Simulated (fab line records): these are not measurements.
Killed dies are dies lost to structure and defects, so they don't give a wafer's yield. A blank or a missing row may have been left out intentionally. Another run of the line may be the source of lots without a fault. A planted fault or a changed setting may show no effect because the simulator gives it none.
Which tool is to blame? ; flow sky130 ; 24 lots with 72 wafers sampled at 5 steps, on a route of 708 steps

## WHAT THE GAUGES SHOWED, per wafer
SKY_PWDE_OVL_MEAS_07. Usual: for PWDE_OVL the level is -0.7 nm and the standard deviation is 1.4.
lot;measured;on;PWDE_OVL (nm);flag
L074;day 3 23:09;overlay-02;1.4 0.2 1.0;
L075;day 4 00:33;overlay-01;-3.7 -4.3 -3.0;
L076;day 4 09:24;overlay-02;-3.1 -3.0 -1.9;
L077;day 4 15:21;overlay-02;-1.7 -0.9 -1.6;
L078;day 4 21:46;overlay-02;-0.9 0.5 0.7;
L079;day 5 04:04;overlay-02;1.6 -0.3 -0.8;
L080;day 5 11:55;overlay-02;-3.3 -3.3 -1.8;
L081;day 5 12:05;overlay-02;-1.8 -1.4 -1.9;
L082;day 5 17:46;overlay-02;0.7 -0.9 1.0;
L083;day 5 22:01;overlay-02;-0.9 -0.6 -1.4;
L084;day 6 10:16;overlay-02;2.2 2.8 2.8;
L085;day 6 10:48;overlay-02;0.8 0.1 -1.0;
L086;day 6 15:25;overlay-02;1.4 0.3 0.5;
L087;day 6 20:25;overlay-02;0.2 0.6 -0.1;
L088;day 7 00:51;overlay-02;0.7 -0.3 1.4;
L089;day 7 07:51;overlay-02;-0.2 -1.9 -1.6;
L090;day 7 16:28;overlay-02;-1.8 -1.7 -0.3;
L091;day 7 23:15;overlay-02;1.5 0.6 -0.3;
L092;day 8 05:20;overlay-02;-0.3 -0.8 -0.3;
L093;day 8 08:24;overlay-02;0.6 -0.2 -0.1;
L094;day 8 12:04;overlay-02;0.4 -1.4 -2.0;
L095;day 8 17:54;overlay-02;-1.9 -2.6 -2.9;
L096;day 9 04:04;overlay-02;-0.9 -1.2 -1.6;
L097;day 9 08:58;overlay-02;-0.1 0.9 -0.7;

SKY_VIA2_BOW_MEAS_03. Usual: for VIA2_BOW the level is 85 um and the standard deviation is 7.8.
lot;measured;on;VIA2_BOW (um);flag
L074;day 35 07:46;filmMetro-04;98 85 83;
L075;day 35 18:54;filmMetro-02;88 83 73;
L076;day 35 21:07;filmMetro-04;92 91 92;
L077;day 36 14:44;filmMetro-02;86 78 83;
L078;day 37 11:04;filmMetro-04;71 81 82;
L079;day 37 09:56;filmMetro-04;89 79 70;
L080;day 37 15:52;filmMetro-02;94 73 86;
L081;day 37 16:43;filmMetro-02;84 78 81;
L082;day 37 19:14;filmMetro-02;76 88 82;
L083;day 38 05:43;filmMetro-02;96 101 87;
L084;day 38 16:34;filmMetro-02;89 81 78;
L085;day 38 21:28;filmMetro-04;75 90 75;
L086;day 39 05:21;filmMetro-01;91 91 82;
L087;day 39 05:43;filmMetro-01;81 90 86;
L088;day 39 16:50;filmMetro-01;95 84 83;
L089;day 39 18:22;filmMetro-02;87 85 94;
L090;day 40 09:01;filmMetro-01;80 86 72;
L091;day 40 13:48;filmMetro-01;104 87 79;
L092;day 40 20:10;filmMetro-01;79 85 73;
L093;day 41 03:16;filmMetro-01;76 92 80;
L094;day 41 16:49;filmMetro-04;86 90 81;
L095;day 41 15:06;filmMetro-01;83 76 88;
L096;day 42 01:18;filmMetro-04;74 81 81;
L097;day 42 06:38;filmMetro-01;86 95 87;

SKY_METAL5_RS_MEAS_05: measures by four-point-probe. Usual: for METAL5_ALCU_RS the level is 0.02696 ohm/sq and the standard deviation is 0.00026.
lot;measured;on;METAL5_ALCU_RS (ohm/sq);flag
L074;day 43 00:05;filmMetro-03;0.02749 0.02792 0.02736;
L075;day 43 06:32;filmMetro-02;0.02698 0.02694 0.02706;
L076;day 43 12:39;filmMetro-02;0.02651 0.02686 0.02666;
L077;day 44 02:22;filmMetro-03;0.02708 0.02709 0.02688;
L078;day 44 22:02;filmMetro-01;0.02662 0.02651 0.02671;
L079;day 44 18:07;filmMetro-02;0.02692 0.0268 0.02705;
L080;day 45 00:43;filmMetro-03;0.02682 0.02652 0.0267;
L081;day 45 01:44;filmMetro-03;0.02664 0.02649 0.02685;
L082;day 45 02:55;filmMetro-02;0.02674 0.02671 0.02674;
L083;day 45 14:30;filmMetro-02;0.02716 0.02704 0.02749;
L084;day 45 22:42;filmMetro-02;0.02701 0.0269 0.02713;
L085;day 46 01:55;filmMetro-01;0.02656 0.02732 0.02684;
L086;day 46 08:14;filmMetro-03;0.02695 0.02694 0.02723;
L087;day 46 09:33;filmMetro-01;0.02717 0.02694 0.02701;
L088;day 46 17:08;filmMetro-02;0.02673 0.0267 0.02669;
L089;day 46 18:21;filmMetro-02;0.02719 0.0272 0.02732;
L090;day 47 07:51;filmMetro-01;0.0268 0.02706 0.02731;
L091;day 47 13:31;filmMetro-02;0.02719 0.02679 0.02685;
L092;day 47 16:54;filmMetro-03;0.02704 0.02681 0.02687;
L093;day 48 00:34;filmMetro-03;0.02692 0.02717 0.02711;
L094;day 48 12:04;filmMetro-03;0.0268 0.02692 0.02686;
L095;day 48 08:29;filmMetro-01;0.02715 0.02696 0.02689;
L096;day 48 17:05;filmMetro-02;0.02685 0.02655 0.02687;
L097;day 48 21:28;filmMetro-03;0.02706 0.02722 0.02674;

## WHICH TOOL RAN EACH LOT (tool, then ch and the chambers of the sampled wafers, then the start)
lot;SKY_METAL2_SPUTTER_03;SKY_VIA3_CVD_21
L074;pvdSputter-01, day 34 03:29;cvdW-01 ch 0,1, day 39 18:53
L075;pvdSputter-02, day 34 14:11;cvdW-02 ch 0,1, day 40 04:17
L076;pvdSputter-02, day 34 17:29;cvdW-01 ch 1, day 40 08:14
L077;pvdSputter-03, day 35 10:26;cvdW-02 ch 0, day 40 23:33
L078;pvdSputter-01, day 36 07:37;cvdW-01 ch 0,1, day 41 21:17
L079;pvdSputter-02, day 36 06:20;cvdW-02 ch 0,1, day 41 18:24
L080;pvdSputter-03, day 36 12:56;cvdW-01 ch 0,1, day 41 23:32
L081;pvdSputter-03, day 36 14:31;cvdW-01 ch 0,1, day 42 00:46
L082;pvdSputter-02, day 36 16:53;cvdW-02 ch 0,1, day 42 02:45
L083;pvdSputter-03, day 37 03:11;cvdW-02 ch 0,1, day 42 13:55
L084;pvdSputter-01, day 37 13:05;cvdW-01 ch 0,1, day 42 23:38
L085;pvdSputter-03, day 37 18:07;cvdW-02 ch 0,1, day 43 03:06
L086;pvdSputter-02, day 38 02:15;cvdW-01 ch 0,1, day 43 10:02
L087;pvdSputter-03, day 38 02:38;cvdW-01 ch 0,1, day 43 11:34
L088;pvdSputter-02, day 38 14:12;cvdW-01 ch 0,1, day 43 20:22
L089;pvdSputter-02, day 38 15:55;cvdW-02 ch 0,1, day 43 21:38
L090;pvdSputter-02, day 39 06:10;cvdW-01 ch 0,1, day 44 11:35
L091;pvdSputter-01, day 39 11:17;cvdW-02 ch 0,1, day 44 17:17
L092;pvdSputter-02, day 39 17:55;cvdW-01 ch 0,1, day 44 21:47
L093;pvdSputter-02, day 40 01:22;cvdW-02 ch 0,1, day 45 04:26
L094;pvdSputter-02, day 40 14:14;cvdW-01 ch 0,1, day 45 19:28
L095;pvdSputter-03, day 40 12:37;cvdW-02 ch 0,1, day 45 16:05
L096;pvdSputter-01, day 40 23:47;cvdW-01 ch 0,1, day 45 23:47
L097;pvdSputter-03, day 41 04:58;cvdW-02 ch 0,1, day 46 04:39
- SKY_METAL2_SPUTTER_03: material Ti, target thk 5 nm, time 3.3 s.
- SKY_VIA3_CVD_21: deposits W, target thk 390 nm, time 117.31 s.

## AS READ BY THE TOOLS THEMSELVES (means over the sampled wafers that have a number; for cases with no such wafer, the mark the record gives instead)
SKY_METAL2_SPUTTER_03. Usual: cathodeDcPowerW 3000.0 W, standard deviation 0.53; throttleValvePct 30.1 %, standard deviation 0.83.
lot;tool;cathodeDcPowerW (W);throttleValvePct (%);flag
L074;pvdSputter-01;3000.0;30.5;
L075;pvdSputter-02;3000.3;30.6;
L076;pvdSputter-02;2999.8;30.1;
L077;pvdSputter-03;2999.7;29.5;
L078;pvdSputter-01;3000.4;31.5;
L079;pvdSputter-02;3000.1;30.0;
L080;pvdSputter-03;3000.0;29.5;
L081;pvdSputter-03;3000.0;29.1;
L082;pvdSputter-02;2999.7;30.3;
L083;pvdSputter-03;3000.5;29.2;
L084;pvdSputter-01;3000.1;30.1;
L085;pvdSputter-03;3000.1;29.6;
L086;pvdSputter-02;3000.0;29.9;
L087;pvdSputter-03;2999.8;29.6;
L088;pvdSputter-02;3000.3;30.1;
L089;pvdSputter-02;3000.1;30.6;
L090;pvdSputter-02;2999.8;30.0;
L091;pvdSputter-01;3000.2;30.0;
L092;pvdSputter-02;2999.9;30.2;
L093;pvdSputter-02;3000.1;30.1;
L094;pvdSputter-02;2999.9;30.5;
L095;pvdSputter-03;2999.5;29.7;
L096;pvdSputter-01;2999.5;31.1;
L097;pvdSputter-03;3000.6;30.0;

SKY_VIA3_CVD_21. Usual: 849 W for heaterPowerW, sd 71.
lot;tool;heaterPowerW (W);flag
L074;cvdW-01;789;
L075;cvdW-02;923;
L076;cvdW-01;763;
L077;cvdW-02;842;
L078;cvdW-01;801;
L079;cvdW-02;929;
L080;cvdW-01;819;
L081;cvdW-01;810;
L082;cvdW-02;894;
L083;cvdW-02;926;
L084;cvdW-01;811;
L085;cvdW-02;878;
L086;cvdW-01;822;
L087;cvdW-01;815;
L088;cvdW-01;809;
L089;cvdW-02;922;
L090;cvdW-01;791;
L091;cvdW-02;900;
L092;cvdW-01;810;
L093;cvdW-02;880;
L094;cvdW-01;823;
L095;cvdW-02;926;
L096;cvdW-01;824;
L097;cvdW-02;938;

## THE ANSWER, worked out from the rows above alone
Rule: a lot counts as off when the mean over its wafers that have a number is more than 3 standard deviations away from the usual mean. A lot without any number at a reading at which 4 lots or more have one is off too. Any other lot the step has rows for is counted as sound. The gauges are gone through in route order, then the tools' own readings, and for those a lot's mean is taken as printed above. At the first step where some lot is off, the reading lying furthest off is the one used; lots without a number count as furthest.
None of the lots is off at any reading shown; this tells nothing.

## WHAT THE SIMULATOR HAD INSERTED
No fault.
